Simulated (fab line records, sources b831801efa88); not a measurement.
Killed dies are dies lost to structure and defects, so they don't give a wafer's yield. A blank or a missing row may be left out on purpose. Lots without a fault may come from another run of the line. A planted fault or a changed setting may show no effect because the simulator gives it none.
Tool commonality check | flow gf180mcu | 12 lots, 36 wafers sampled

WHY IT WAS OPENED
At GF_V3_THK_MEAS_01 the reading V3_CVD_00_THK is flagged on 2 of 12 lots. Wafers without a fault read 601 nm, standard deviation 7.5.
Rule: a lot is flagged when every wafer of it that has a number lies more than 4 standard deviations from that mean, or none has a number. The other lots count as sound.

lot  | measured     | on            | V3_CVD_00_THK (nm), wafer by wafer | flag
L175 | day 22 05:31 | film_metro-03 | 608 595 605                        |
L176 | day 22 18:40 | film_metro-03 | 613 610 609                        |
L177 | day 23 07:22 | film_metro-02 | 605 607 606                        |
L179 | day 23 20:13 | film_metro-03 | 599 590 597                        |
L180 | day 24 07:07 | film_metro-01 | 602 605 606                        |
L181 | day 24 16:13 | film_metro-02 | 608 608 609                        |
L182 | day 24 23:20 | film_metro-01 | 610 614 619                        |
L186 | day 26 09:34 | film_metro-02 | 492 487 482                        | FLAGGED
L189 | day 27 15:31 | film_metro-02 | 602 599 597                        |
L190 | day 27 16:46 | film_metro-03 | 472 477 477                        | FLAGGED
L191 | day 27 18:01 | film_metro-02 | 598 600 608                        |
L192 | day 28 03:39 | film_metro-01 | 599 601 606                        |
The numbers of the flagged lots are 481 nm on average: -120 nm against the usual, or -16 standard deviations.

WHICH TOOL RAN EACH LOT
The record holds 2 process steps before the reading, out of a route of 602 steps. In each cell: the tool, then ch and the chambers that the sampled wafers went through, then the start.
lot  | flag    | GF_M3_STRIP_17                       | GF_V3_CVD_00
L175 |         | plasma_asher-04 ch 0,1, day 22 04:55 | hdpcvd-01 ch 0,1, day 22 05:25
L176 |         | plasma_asher-02 ch 0,1, day 22 18:02 | hdpcvd-02 ch 0,1,2, day 22 18:36
L177 |         | plasma_asher-02 ch 0,1, day 23 06:44 | hdpcvd-02 ch 0,2, day 23 07:18
L179 |         | plasma_asher-04 ch 0,1, day 23 19:36 | hdpcvd-01 ch 0,2, day 23 20:08
L180 |         | plasma_asher-04 ch 0,1, day 24 06:30 | hdpcvd-02 ch 0,1,2, day 24 07:02
L181 |         | plasma_asher-04 ch 0,1, day 24 15:36 | hdpcvd-02 ch 0,1, day 24 16:08
L182 |         | plasma_asher-01 ch 0,1, day 24 22:44 | hdpcvd-02 ch 0,2, day 24 23:16
L186 | FLAGGED | plasma_asher-04 ch 0,1, day 26 08:55 | hdpcvd-02 ch 0,2, day 26 09:29
L189 |         | plasma_asher-04 ch 0,1, day 27 14:53 | hdpcvd-01 ch 0,1, day 27 15:26
L190 | FLAGGED | plasma_asher-04 ch 0,1, day 27 16:09 | hdpcvd-02 ch 0,1,2, day 27 16:41
L191 |         | plasma_asher-04 ch 0,1, day 27 17:22 | hdpcvd-01 ch 0,1,2, day 27 17:56
L192 |         | plasma_asher-02 ch 0,1, day 28 03:02 | hdpcvd-01 ch 0,1,2, day 28 03:34
What these steps do:
- GF_M3_STRIP_17: strips in O2/N2.
- GF_V3_CVD_00: deposits SiO2, target thk 600 nm, time 100 s.
- GF_V3_THK_MEAS_01

FLAGGED OVER TOTAL, TOOL BY TOOL (the gauges that took the reading come last)
step              | tool            | lots run | flagged | share of the flagged lots | sound lots run after its first flagged lot
GF_M3_STRIP_17    | plasma_asher-01 | 1        | 0       | none                      | -
GF_M3_STRIP_17    | plasma_asher-02 | 3        | 0       | none                      | -
GF_M3_STRIP_17    | plasma_asher-04 | 8        | 2       | all                       | 2 (L189,L191)
GF_V3_CVD_00      | hdpcvd-01       | 5        | 0       | none                      | -
GF_V3_CVD_00      | hdpcvd-02       | 7        | 2       | all                       | 0
GF_V3_THK_MEAS_01 | film_metro-01   | 3        | 0       | none                      | -
GF_V3_THK_MEAS_01 | film_metro-02   | 5        | 1       | some                      | 2 (L189,L191)
GF_V3_THK_MEAS_01 | film_metro-03   | 4        | 1       | some                      | 0

WHAT THE TABLE ALLOWS
2 rows of the table ran every flagged lot: plasma_asher-04 at GF_M3_STRIP_17, hdpcvd-02 at GF_V3_CVD_00.
- plasma_asher-04 at GF_M3_STRIP_17: 2 of its 8 lots flagged. Sound lots ran on it after the first flagged one (L189, L191), which a lasting fault on the whole tool wouldn't allow.
- hdpcvd-02 at GF_V3_CVD_00: 2 of its 7 lots flagged. Its last sound lot is L182 (day 24 23:16), its first flagged lot L186 (day 26 09:29): a fault that began between those two fits. Its own readings lie more than 4 standard deviations out on every wafer of the flagged lots: sih4_flow_sccm.
One tool is left: hdpcvd-02 at GF_V3_CVD_00.

WHAT THE SIMULATOR HAD PUT IN
Process parameter drift: hdpcvd-02, from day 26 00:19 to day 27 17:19, at GF_V3_CVD_00. Setting sih4_flow_sccm, moved by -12, from 60. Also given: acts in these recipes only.
Lots struck among those shown: L186, L190. The rule above found the same.
